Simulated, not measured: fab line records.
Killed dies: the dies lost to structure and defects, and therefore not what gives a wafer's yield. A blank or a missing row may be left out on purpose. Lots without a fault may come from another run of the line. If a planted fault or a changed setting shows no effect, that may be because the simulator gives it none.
Which of the tools did it? ; flow sky130 ; Sampling: 6 lots, 18 wafers, 3 of 708 route steps

== WHAT EACH GAUGE READ, for each wafer ==
SKY_VT_ADJUST_HVTP_TW_MEAS_11.
lot;measured;on;VT_ADJUST_HVTP_TW
L363;day 6 13:46;film metro-02;31 31 31 31 31 31
L365;day 7 02:56;film metro-03;30 30 30 30 30 30
L373;day 9 04:50;film metro-02;1384 1372 1374
L376;day 10 01:50;film metro-02;1375 1378 1381
L380;day 11 03:05;film metro-03;1354 1359 1359
L384;day 12 02:44;film metro-02;1385 1386 1380

== EACH LOT AND THE TOOL THAT RAN IT (in order: tool; ch and the chambers of the sampled wafers; start) ==
lot;SKY_NWELL_STRIP_25;SKY_VT_ADJUST_HVTP_STRIP_10
L363;plasma asher-02 ch 0,1, day 5 17:46;plasma asher-04 ch 0,1, day 6 13:40
L365;plasma asher-02 ch 0,1, day 6 06:52;plasma asher-01 ch 0,1, day 7 02:50
L373;plasma asher-03 ch 0,1, day 8 06:49;plasma asher-03 ch 0,1, day 9 04:44
L376;plasma asher-01 ch 0,1, day 9 02:10;plasma asher-03 ch 1, day 10 01:44
L380;plasma asher-03 ch 0,1, day 10 03:20;plasma asher-01 ch 0,1, day 11 03:01
L384;plasma asher-02 ch 0,1, day 11 02:40;plasma asher-01 ch 0,1, day 12 02:38
- SKY_NWELL_STRIP_25: strips in O2/N2.
- SKY_VT_ADJUST_HVTP_STRIP_10: strips in O2/N2.

== THE ANSWER, worked out from the rows above alone ==
Rule: the lots themselves supply what counts as usual. Put in order of their means at a reading, lots are off if they are a third of the lots or fewer, leave a main group of 4 or more, and stand apart from it by a gap of 3 or more times the standard deviation of the main group's means; of several such gaps the widest counts. A main group is skipped when, at the precision printed for the reading in the tables above, its means are all equal. A lot without any number at a reading at which 4 lots or more have one is off too. The other lots that the step has rows for count as sound.
Off: L363, L365, seen at SKY_VT_ADJUST_HVTP_TW_MEAS_11 (VT_ADJUST_HVTP_TW). The main group: mean 1374, standard deviation 9.9.
A tool fits if, at a process step before that reading, it ran every lot that is off, and no sound lot after the first of them. Those tools and the gauges at SKY_VT_ADJUST_HVTP_TW_MEAS_11 are tried in the same way. No candidate that was tried fits.

== WHAT HAD BEEN PUT IN BY THE SIMULATOR ==
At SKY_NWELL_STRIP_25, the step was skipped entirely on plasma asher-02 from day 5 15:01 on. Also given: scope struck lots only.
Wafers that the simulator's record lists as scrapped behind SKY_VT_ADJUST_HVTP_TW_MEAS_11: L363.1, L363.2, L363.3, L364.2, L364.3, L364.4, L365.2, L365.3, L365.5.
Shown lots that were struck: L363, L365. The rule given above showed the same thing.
